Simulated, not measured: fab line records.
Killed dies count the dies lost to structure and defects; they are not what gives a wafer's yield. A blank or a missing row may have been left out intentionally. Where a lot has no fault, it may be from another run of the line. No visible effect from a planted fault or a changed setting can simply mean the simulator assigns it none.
Which tool did it? | flow gf180mcu | 6 lots, 18 wafers sampled, at 2 steps of a route of 602

== WHAT THE GAUGES READ, wafer by wafer ==
GF_HV_LDD_CD_MEAS_31: target cd 400 nm.
lot  | measured     | on        | cd-nm (nm)
L271 | day 11 19:46 | cd-sem-02 | 398.1 398.3 399.6
L273 | day 12 10:04 | cd-sem-01 | 403.0 402.4 402.3
L277 | day 13 17:36 | cd-sem-02 | 398.1 397.3 400.1
L282 | day 15 17:25 | cd-sem-02 | 399.0 400.1 398.8
L288 | day 17 09:34 | cd-sem-01 | 388.6 390.2 388.8
L290 | day 18 00:13 | cd-sem-01 | 398.2 396.9 398.5

== EACH LOT AND THE TOOL THAT RAN IT (in order: tool; ch and the chambers of the sampled wafers; start) ==
lot  | GF_HV_LDD_EXPOSE_28
L271 | iline-stepper-02 ch 0, day 11 10:30
L273 | iline-stepper-02 ch 0, day 12 00:55
L277 | iline-stepper-02 ch 0, day 13 07:46
L282 | iline-stepper-01 ch 0, day 15 06:50
L288 | iline-stepper-01 ch 0, day 16 22:27
L290 | iline-stepper-02 ch 0, day 17 12:52
- GF_HV_LDD_EXPOSE_28: exposes mask Nplus HV AREA, target cd 400 nm.

== THE ANSWER, worked out from the rows above alone ==
Rule: what is usual is taken from the lots themselves. The widest of any qualifying gaps counts: lots, ordered by their means at a reading, are off when they make up no more than a third of the lots, leave a main group of 4 or more, and stand apart from it by 3 or more times the standard deviation of that group's means. If all means in a main group match to the digits the tables above print for the reading, that group is not used. A lot without any number at a reading at which 4 lots or more have one is off too. Where the step has rows for the other lots, those lots are counted as sound.
Off, at GF_HV_LDD_CD_MEAS_31 on cd-nm: L288. The main group: mean 399.4 nm, standard deviation 1.7.
A tool fits if, at a process step before that reading, it ran every lot that is off, and no sound lot after the first of them. Those tools and the gauges at GF_HV_LDD_CD_MEAS_31 are tried in the same way. One fits: GF_HV_LDD_EXPOSE_28 on iline-stepper-01. A fault onset in the window from L282 (day 15 06:50, its last sound lot) to L288 (day 16 22:27, its first lot off) fits.

== WHAT THE SIMULATOR HAD PUT IN ==
Drift in process parameters on iline-stepper-01 at GF_HV_LDD_EXPOSE_28, starting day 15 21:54. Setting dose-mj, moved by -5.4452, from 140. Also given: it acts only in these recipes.
Struck lots among those shown: L288. This agrees with what the rule above found.
